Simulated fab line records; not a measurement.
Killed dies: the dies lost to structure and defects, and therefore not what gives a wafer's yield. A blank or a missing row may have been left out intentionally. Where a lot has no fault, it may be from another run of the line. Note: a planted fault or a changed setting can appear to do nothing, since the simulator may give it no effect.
fab line records	flow gf180mcu
record: lots: 24	wafers: 72	last_day: 34
route steps=602 shown STI@3 NWELL@53 HV_LDD@229 NSD@242 M2@376 V2@387
lots with no fault: from the same line, run without faults
start_h: hours from the record's first day to the start of the lot's first wafer shown	wait_h: time in hours since the lot's previous step	" unchanged from the row above	L1.1+2: several wafers, shown together as one row	- either no value or no given start	* or withheld: withheld	< > ~ a bound
route shown NAME@n: a module of which the file shows steps, and the number in the route of the first	usual: mean and standard deviation over wafers with no fault	same: alike in all rows	chamber/n: place in a boat	sites: readings site by site	_std_site: how widely they spread, as a standard deviation	_edge_site: inner sites' mean taken away from outer sites' mean	radius_mm: how far each site lies from the wafer's centre	mask NAME#n: copy n	behind: the last tool/chamber to shape the wafer	hold: cause of the lot's hold/its duration in hours/its outcome	device: names the non-switching transistor (n, p or np)	end of line: the route-end tests of the same wafers	a step with no rows: only its recipe	killed: at the first sort, the dies lost to defects and structure; wafer yield is something else	map: shows each die of a wafer: x if killed, . if not, _ if none is there
set.NAME: the setting the step ran with; set.NAME@STEP: the setting that earlier step ran with	model.NAME: the simulator's own value behind a step, which no gauge read
the route's steps for a sample of lots (tables are steps, rows are wafers)
== steps ==
step: GF_STI_THK_MEAS_02
recipe: reads: SiO2_of_STI_OXIDATION_01
usual: STI_OXIDATION_THK: 10.00/0.16
lot.wafer	tool	chamber	start_h	wait_h	STI_OXIDATION_THK[nm]
L074.2	film_metro-02	-	12.62	0.0	10.20
L074.5	"	-	"	"	10.13
L074.6	"	-	"	"	10.06
L075.1	film_metro-01	-	16.51	0.0	10.03
L075.3	"	-	"	"	9.91
L075.5	"	-	"	"	9.89
L076.2	film_metro-01	-	21.52	0.0	10.23
L076.5	"	-	"	"	10.01
L076.6	"	-	"	"	10.06
L077.1	film_metro-02	-	26.51	0.0	9.97
L077.3	"	-	"	"	9.99
L077.5	"	-	"	"	9.89
L078.2	film_metro-01	-	32.08	0.0	9.99
L078.3	"	-	"	"	10.22
L078.5	"	-	"	"	10.00
L079.1	film_metro-04	-	36.51	0.0	10.21
L079.2	"	-	"	"	10.06
L079.5	"	-	"	"	10.05
L080.2	film_metro-01	-	41.52	0.0	9.92
L080.5	"	-	"	"	10.01
L080.6	"	-	"	"	9.93
L081.1	film_metro-01	-	46.51	0.0	10.11
L081.2	"	-	"	"	10.24
L081.6	"	-	"	"	10.10
L082.1	film_metro-04	-	51.51	0.0	9.84
L082.2	"	-	"	"	9.67
L082.5	"	-	"	"	9.80
L083.1	film_metro-01	-	57.07	0.0	9.93
L083.2	"	-	"	"	9.72
L083.3	"	-	"	"	9.86
L084.3	film_metro-04	-	61.53	0.0	9.85
L084.4	"	-	"	"	9.82
L084.6	"	-	"	"	9.87
L085.2	film_metro-02	-	66.52	0.0	9.83
L085.3	"	-	"	"	10.05
L085.5	"	-	"	"	9.99
L086.1	film_metro-04	-	72.56	0.0	9.83
L086.3	"	-	"	"	10.00
L086.6	"	-	"	"	10.17
L087.1	film_metro-02	-	76.51	0.0	9.90
L087.3	"	-	"	"	9.72
L087.6	"	-	"	"	10.07
L088.1	film_metro-01	-	81.90	0.0	9.87
L088.2	"	-	"	"	9.88
L088.3	"	-	"	"	9.78
L089.1	film_metro-01	-	87.10	0.0	10.39
L089.3	"	-	"	"	10.12
L089.4	"	-	"	"	10.36
L090.1	film_metro-01	-	91.51	0.0	10.22
L090.2	"	-	"	"	9.97
L090.4	"	-	"	"	10.13
L091.1	film_metro-04	-	96.51	0.0	10.41
L091.4	"	-	"	"	10.39
L091.5	"	-	"	"	10.34
L092.3	film_metro-01	-	103.27	0.0	10.00
L092.4	"	-	"	"	10.20
L092.5	"	-	"	"	9.90
L093.3	film_metro-04	-	106.53	0.0	9.71
L093.4	"	-	"	"	9.85
L093.6	"	-	"	"	9.68
L094.1	film_metro-01	-	111.51	0.0	9.89
L094.5	"	-	"	"	9.72
L094.6	"	-	"	"	9.85
L095.1	film_metro-01	-	117.18	0.0	10.00
L095.3	"	-	"	"	10.02
L095.4	"	-	"	"	9.99
L096.1	film_metro-01	-	121.51	0.0	9.71
L096.2	"	-	"	"	9.93
L096.4	"	-	"	"	9.91
L097.3	film_metro-01	-	128.00	0.0	9.96
L097.4	"	-	"	"	9.94
L097.6	"	-	"	"	9.98
step: GF_NWELL_TW_MEAS_11
usual: NWELL_TW: 1578/17
lot.wafer	tool	chamber	start_h	wait_h	NWELL_TW
L074.2	film_metro-02	-	56.42	0.1	1564
L074.5	"	-	"	"	1552
L074.6	"	-	"	"	1557
L075.1	film_metro-04	-	60.71	0.1	1607
L075.3	"	-	"	"	1597
L075.5	"	-	"	"	1598
L076.2	film_metro-03	-	67.11	0.1	1557
L076.5	"	-	"	"	1555
L076.6	"	-	"	"	1561
L077.1	film_metro-03	-	72.71	0.1	1568
L077.3	"	-	"	"	1566
L077.5	"	-	"	"	1570
L078.2	film_metro-02	-	78.02	0.1	1557
L078.3	"	-	"	"	1566
L078.5	"	-	"	"	1561
L079.1	film_metro-03	-	86.06	0.1	1568
L079.2	"	-	"	"	1569
L079.5	"	-	"	"	1571
L080.2	film_metro-03	-	90.11	0.1	1560
L080.5	"	-	"	"	1557
L080.6	"	-	"	"	1564
L081.1	film_metro-03	-	94.19	0.1	1571
L081.2	"	-	"	"	1565
L081.6	"	-	"	"	1568
L082.1	film_metro-04	-	99.96	0.1	1596
L082.2	"	-	"	"	1596
L082.5	"	-	"	"	1585
L083.1	film_metro-04	-	105.49	0.1	1591
L083.2	"	-	"	"	1584
L083.3	"	-	"	"	1583
L084.3	film_metro-04	-	113.13	0.1	1589
L084.4	"	-	"	"	1590
L084.6	"	-	"	"	1595
L085.2	film_metro-03	-	117.00	0.1	1574
L085.3	"	-	"	"	1573
L085.5	"	-	"	"	1576
L086.1	film_metro-04	-	122.19	0.1	1591
L086.3	"	-	"	"	1595
L086.6	"	-	"	"	1593
L087.1	film_metro-03	-	125.65	0.1	1559
L087.3	"	-	"	"	1569
L087.6	"	-	"	"	1562
L088.1	film_metro-03	-	131.94	0.1	1567
L088.2	"	-	"	"	1569
L088.3	"	-	"	"	1569
L089.1	film_metro-04	-	138.59	0.1	1591
L089.3	"	-	"	"	1584
L089.4	"	-	"	"	1590
L090.1	film_metro-04	-	141.59	0.1	1585
L090.2	"	-	"	"	1590
L090.4	"	-	"	"	1590
L091.1	film_metro-04	-	148.51	0.1	1594
L091.4	"	-	"	"	1594
L091.5	"	-	"	"	1595
L092.3	film_metro-03	-	155.21	0.1	1552
L092.4	"	-	"	"	1559
L092.5	"	-	"	"	1561
L093.3	film_metro-04	-	161.48	0.1	1602
L093.4	"	-	"	"	1603
L093.6	"	-	"	"	1598
L094.1	film_metro-03	-	164.90	0.1	1559
L094.5	"	-	"	"	1567
L094.6	"	-	"	"	1560
L095.1	film_metro-04	-	170.50	0.1	1600
L095.3	"	-	"	"	1610
L095.4	"	-	"	"	1613
L096.1	film_metro-04	-	174.84	0.1	1601
L096.2	"	-	"	"	1594
L096.4	"	-	"	"	1606
L097.3	film_metro-03	-	181.62	0.1	1564
L097.4	"	-	"	"	1558
L097.6	"	-	"	"	1563
step: GF_HV_LDD_RS_MEAS_53
recipe: thk_meas_gauge: four-point-probe
usual: HV_LDD_RS: 418.4/0.89
lot.wafer	tool	chamber	start_h	wait_h	HV_LDD_RS[ohm/sq]
L074.2	film_metro-03	-	272.73	0.1	418.8
L074.5	"	-	"	"	417.8
L074.6	"	-	"	"	418.0
L075.1	film_metro-02	-	281.31	0.1	418.4
L075.3	"	-	"	"	416.9
L075.5	"	-	"	"	418.4
L076.2	film_metro-03	-	286.92	0.1	418.9
L076.5	"	-	"	"	418.1
L076.6	"	-	"	"	417.9
L077.1	film_metro-04	-	295.93	0.1	417.0
L077.3	"	-	"	"	417.7
L077.5	"	-	"	"	418.3
L078.2	film_metro-04	-	303.22	0.1	417.9
L078.3	"	-	"	"	417.7
L078.5	"	-	"	"	418.4
L079.1	film_metro-02	-	313.66	0.1	418.3
L079.2	"	-	"	"	417.9
L079.5	"	-	"	"	418.1
L080.2	film_metro-04	-	322.72	0.1	419.4
L080.5	"	-	"	"	418.6
L080.6	"	-	"	"	418.3
L081.1	film_metro-03	-	326.54	0.1	418.7
L081.2	"	-	"	"	418.5
L081.6	"	-	"	"	419.0
L082.1	film_metro-02	-	334.69	0.1	415.9
L082.2	"	-	"	"	416.2
L082.5	"	-	"	"	416.9
L083.1	film_metro-03	-	343.55	0.1	418.3
L083.2	"	-	"	"	417.7
L083.3	"	-	"	"	418.4
L084.3	film_metro-02	-	355.14	0.1	418.9
L084.4	"	-	"	"	417.4
L084.6	"	-	"	"	417.6
L085.2	film_metro-03	-	361.92	0.1	418.4
L085.3	"	-	"	"	419.0
L085.5	"	-	"	"	418.7
L086.1	film_metro-03	-	368.40	0.1	419.5
L086.3	"	-	"	"	419.3
L086.6	"	-	"	"	420.0
L087.1	film_metro-02	-	373.21	0.1	417.7
L087.3	"	-	"	"	417.3
L087.6	"	-	"	"	417.4
L088.1	film_metro-02	-	384.90	0.1	417.3
L088.2	"	-	"	"	417.9
L088.3	"	-	"	"	417.4
L089.1	film_metro-03	-	392.85	0.1	419.0
L089.3	"	-	"	"	419.0
L089.4	"	-	"	"	419.2
L090.1	film_metro-04	-	396.00	0.1	419.1
L090.2	"	-	"	"	418.9
L090.4	"	-	"	"	420.6
L091.1	film_metro-03	-	405.59	0.1	419.1
L091.4	"	-	"	"	419.5
L091.5	"	-	"	"	418.8
L092.3	film_metro-02	-	418.49	0.1	419.3
L092.4	"	-	"	"	419.2
L092.5	"	-	"	"	419.2
L093.3	film_metro-04	-	422.78	0.1	418.6
L093.4	"	-	"	"	417.6
L093.6	"	-	"	"	418.6
L095.1	film_metro-04	-	446.04	0.1	419.9
L095.3	"	-	"	"	419.7
L095.4	"	-	"	"	418.3
L094.1	film_metro-03	-	446.34	0.1	417.7
L094.5	"	-	"	"	416.4
L094.6	"	-	"	"	417.0
L096.1	film_metro-02	-	447.64	0.1	418.3
L096.2	"	-	"	"	417.5
L096.4	"	-	"	"	418.1
L097.3	film_metro-03	-	457.99	0.1	418.3
L097.4	"	-	"	"	417.6
L097.6	"	-	"	"	417.6
step: GF_NSD_CD_MEAS_07
recipe: target_cd_nm: 400
usual: cd_nm: 400.5/2.6
lot.wafer	tool	chamber	start_h	wait_h	cd_nm
L074.2	cd_sem-01	-	294.89	0.1	398.0
L074.5	"	-	"	"	397.9
L074.6	"	-	"	"	398.4
L075.1	cd_sem-02	-	304.82	0.1	404.4
L075.3	"	-	"	"	405.2
L075.5	"	-	"	"	403.2
L076.2	cd_sem-01	-	309.68	0.1	400.8
L076.5	"	-	"	"	399.6
L076.6	"	-	"	"	399.0
L077.1	cd_sem-02	-	320.90	0.1	398.9
L077.3	"	-	"	"	398.6
L077.5	"	-	"	"	398.4
L078.2	cd_sem-02	-	327.09	0.1	403.8
L078.3	"	-	"	"	404.7
L078.5	"	-	"	"	404.2
L079.1	cd_sem-02	-	337.30	0.1	401.9
L079.2	"	-	"	"	402.5
L079.5	"	-	"	"	400.5
L080.2	cd_sem-02	-	346.34	0.1	397.1
L080.5	"	-	"	"	397.6
L080.6	"	-	"	"	398.5
L081.1	cd_sem-01	-	352.17	0.1	398.9
L081.2	"	-	"	"	398.9
L081.6	"	-	"	"	400.1
L082.1	cd_sem-01	-	357.25	0.1	400.7
L082.2	"	-	"	"	401.3
L082.5	"	-	"	"	399.9
L083.1	cd_sem-01	-	365.67	0.1	394.2
L083.2	"	-	"	"	395.4
L083.3	"	-	"	"	397.3
L084.3	cd_sem-01	-	379.16	0.2	401.7
L084.4	"	-	"	"	400.3
L084.6	"	-	"	"	402.5
L085.2	cd_sem-02	-	387.33	0.1	403.1
L085.3	"	-	"	"	401.7
L085.5	"	-	"	"	401.2
L086.1	cd_sem-02	-	393.11	0.1	401.2
L086.3	"	-	"	"	400.1
L086.6	"	-	"	"	399.0
L087.1	cd_sem-01	-	398.67	0.1	398.5
L087.3	"	-	"	"	397.0
L087.6	"	-	"	"	398.8
L088.1	cd_sem-02	-	411.15	0.1	396.7
L088.2	"	-	"	"	397.9
L088.3	"	-	"	"	397.1
L089.1	cd_sem-01	-	418.07	0.1	402.1
L089.3	"	-	"	"	402.1
L089.4	"	-	"	"	402.8
L090.1	cd_sem-02	-	422.57	0.1	403.5
L090.2	"	-	"	"	399.5
L090.4	"	-	"	"	400.8
L091.1	cd_sem-01	-	432.26	0.1	405.4
L091.4	"	-	"	"	405.2
L091.5	"	-	"	"	406.3
L092.3	cd_sem-02	-	445.31	0.1	399.5
L092.4	"	-	"	"	398.3
L092.5	"	-	"	"	400.1
L093.3	cd_sem-01	-	449.80	0.1	404.5
L093.4	"	-	"	"	401.5
L093.6	"	-	"	"	401.5
L095.1	cd_sem-01	-	472.92	0.1	401.6
L095.3	"	-	"	"	400.5
L095.4	"	-	"	"	401.6
L094.1	cd_sem-02	-	473.87	0.1	403.5
L094.5	"	-	"	"	402.4
L094.6	"	-	"	"	402.4
L096.1	cd_sem-01	-	475.30	0.1	400.1
L096.2	"	-	"	"	403.2
L096.4	"	-	"	"	399.5
L097.3	cd_sem-01	-	485.29	0.1	398.7
L097.4	"	-	"	"	399.8
L097.6	"	-	"	"	401.4
step: GF_M2_CD_MEAS_14
recipe: target_cd_nm: 280
usual: cd_nm: 280.4/1.1
lot.wafer	tool	chamber	start_h	wait_h	cd_nm
L074.2	cd_sem-02	-	433.58	0.1	280.8
L074.5	"	-	"	"	280.4
L074.6	"	-	"	"	280.1
L075.1	cd_sem-02	-	443.11	0.1	281.4
L075.3	"	-	"	"	281.4
L075.5	"	-	"	"	281.4
L076.2	cd_sem-02	-	452.67	0.1	282.5
L076.5	"	-	"	"	281.5
L076.6	"	-	"	"	282.1
L077.1	cd_sem-02	-	464.21	0.1	280.5
L077.3	"	-	"	"	279.7
L077.5	"	-	"	"	280.3
L078.2	cd_sem-02	-	471.98	0.1	280.9
L078.3	"	-	"	"	280.8
L078.5	"	-	"	"	280.5
L079.1	cd_sem-02	-	484.35	0.1	281.0
L079.2	"	-	"	"	281.3
L079.5	"	-	"	"	281.9
L080.2	cd_sem-01	-	491.82	0.1	280.1
L080.5	"	-	"	"	279.6
L080.6	"	-	"	"	280.0
L081.1	cd_sem-02	-	500.20	0.1	280.9
L081.2	"	-	"	"	279.6
L081.6	"	-	"	"	280.1
L082.1	cd_sem-01	-	506.91	0.1	279.9
L082.2	"	-	"	"	281.5
L082.5	"	-	"	"	280.4
L083.1	cd_sem-01	-	514.30	0.1	280.0
L083.2	"	-	"	"	281.1
L083.3	"	-	"	"	281.3
L084.3	cd_sem-01	-	526.74	0.1	278.8
L084.4	"	-	"	"	279.7
L084.6	"	-	"	"	280.1
L085.2	cd_sem-01	-	537.12	0.1	282.1
L085.3	"	-	"	"	282.3
L085.5	"	-	"	"	281.1
L086.1	cd_sem-02	-	541.86	0.1	281.7
L086.3	"	-	"	"	280.7
L086.6	"	-	"	"	280.4
L087.1	cd_sem-01	-	548.22	0.1	279.9
L087.3	"	-	"	"	280.0
L087.6	"	-	"	"	279.6
L088.1	cd_sem-01	-	560.05	0.1	277.2
L088.2	"	-	"	"	277.1
L088.3	"	-	"	"	278.4
L089.1	cd_sem-02	-	565.65	0.1	280.0
L089.3	"	-	"	"	280.7
L089.4	"	-	"	"	279.2
L090.1	cd_sem-01	-	569.90	0.1	280.5
L090.2	"	-	"	"	279.9
L090.4	"	-	"	"	280.2
L091.1	cd_sem-01	-	579.15	0.1	281.8
L091.4	"	-	"	"	282.8
L091.5	"	-	"	"	282.4
L092.3	cd_sem-02	-	590.64	0.1	280.8
L092.4	"	-	"	"	281.1
L092.5	"	-	"	"	280.7
L093.3	cd_sem-02	-	594.29	0.1	281.2
L093.4	"	-	"	"	280.7
L093.6	"	-	"	"	280.1
L095.1	cd_sem-02	-	614.21	0.1	280.2
L095.3	"	-	"	"	279.2
L095.4	"	-	"	"	280.1
L094.1	cd_sem-02	-	615.76	0.1	280.2
L094.5	"	-	"	"	280.0
L094.6	"	-	"	"	278.9
L096.1	cd_sem-02	-	617.42	0.2	280.5
L096.2	"	-	"	"	280.6
L096.4	"	-	"	"	280.2
L097.3	cd_sem-01	-	625.54	0.1	279.4
L097.4	"	-	"	"	279.9
L097.6	"	-	"	"	279.3
step: GF_V2_BOW_MEAS_05
recipe: mode: bow
usual: V2_BOW: 101/8.4
lot.wafer	tool	chamber	start_h	wait_h	V2_BOW[um]
L074.2	film_metro-04	-	434.98	0.3	96
L074.5	"	-	"	"	93
L074.6	"	-	"	"	95
L075.1	film_metro-02	-	444.47	0.2	99
L075.3	"	-	"	"	109
L075.5	"	-	"	"	104
L076.2	film_metro-04	-	454.04	0.2	96
L076.5	"	-	"	"	99
L076.6	"	-	"	"	103
L077.1	film_metro-03	-	465.60	0.1	115
L077.3	"	-	"	"	97
L077.5	"	-	"	"	106
L078.2	film_metro-04	-	473.35	0.2	94
L078.3	"	-	"	"	106
L078.5	"	-	"	"	108
L079.1	film_metro-04	-	485.75	0.1	108
L079.2	"	-	"	"	108
L079.5	"	-	"	"	108
L080.2	film_metro-02	-	493.19	0.3	84
L080.5	"	-	"	"	93
L080.6	"	-	"	"	102
L081.1	film_metro-03	-	501.61	0.2	93
L081.2	"	-	"	"	99
L081.6	"	-	"	"	105
L082.1	film_metro-04	-	508.28	0.1	98
L082.2	"	-	"	"	94
L082.5	"	-	"	"	95
L083.1	film_metro-03	-	515.83	0.2	104
L083.2	"	-	"	"	99
L083.3	"	-	"	"	90
L084.3	film_metro-03	-	528.12	0.2	112
L084.4	"	-	"	"	107
L084.6	"	-	"	"	110
L085.2	film_metro-03	-	538.56	0.2	110
L085.3	"	-	"	"	101
L085.5	"	-	"	"	107
L086.1	film_metro-03	-	543.30	0.2	89
L086.3	"	-	"	"	88
L086.6	"	-	"	"	90
L087.1	film_metro-04	-	549.70	0.1	106
L087.3	"	-	"	"	100
L087.6	"	-	"	"	100
L088.1	film_metro-03	-	561.42	0.1	97
L088.2	"	-	"	"	101
L088.3	"	-	"	"	106
L089.1	film_metro-02	-	567.14	0.2	97
L089.3	"	-	"	"	92
L089.4	"	-	"	"	89
L090.1	film_metro-04	-	571.27	0.2	77
L090.2	"	-	"	"	107
L090.4	"	-	"	"	91
L091.1	film_metro-04	-	580.55	0.2	98
L091.4	"	-	"	"	89
L091.5	"	-	"	"	96
L092.3	film_metro-03	-	592.00	0.2	116
L092.4	"	-	"	"	112
L092.5	"	-	"	"	106
L093.3	film_metro-02	-	595.83	0.2	113
L093.4	"	-	"	"	102
L093.6	"	-	"	"	106
L095.1	film_metro-02	-	615.58	0.2	88
L095.3	"	-	"	"	89
L095.4	"	-	"	"	97
L094.1	film_metro-02	-	617.13	0.2	99
L094.5	"	-	"	"	102
L094.6	"	-	"	"	125
L096.1	film_metro-02	-	618.79	0.2	101
L096.2	"	-	"	"	109
L096.4	"	-	"	"	121
L097.3	film_metro-03	-	626.93	0.3	106
L097.4	"	-	"	"	99
L097.6	"	-	"	"	104
== key ==
fault none
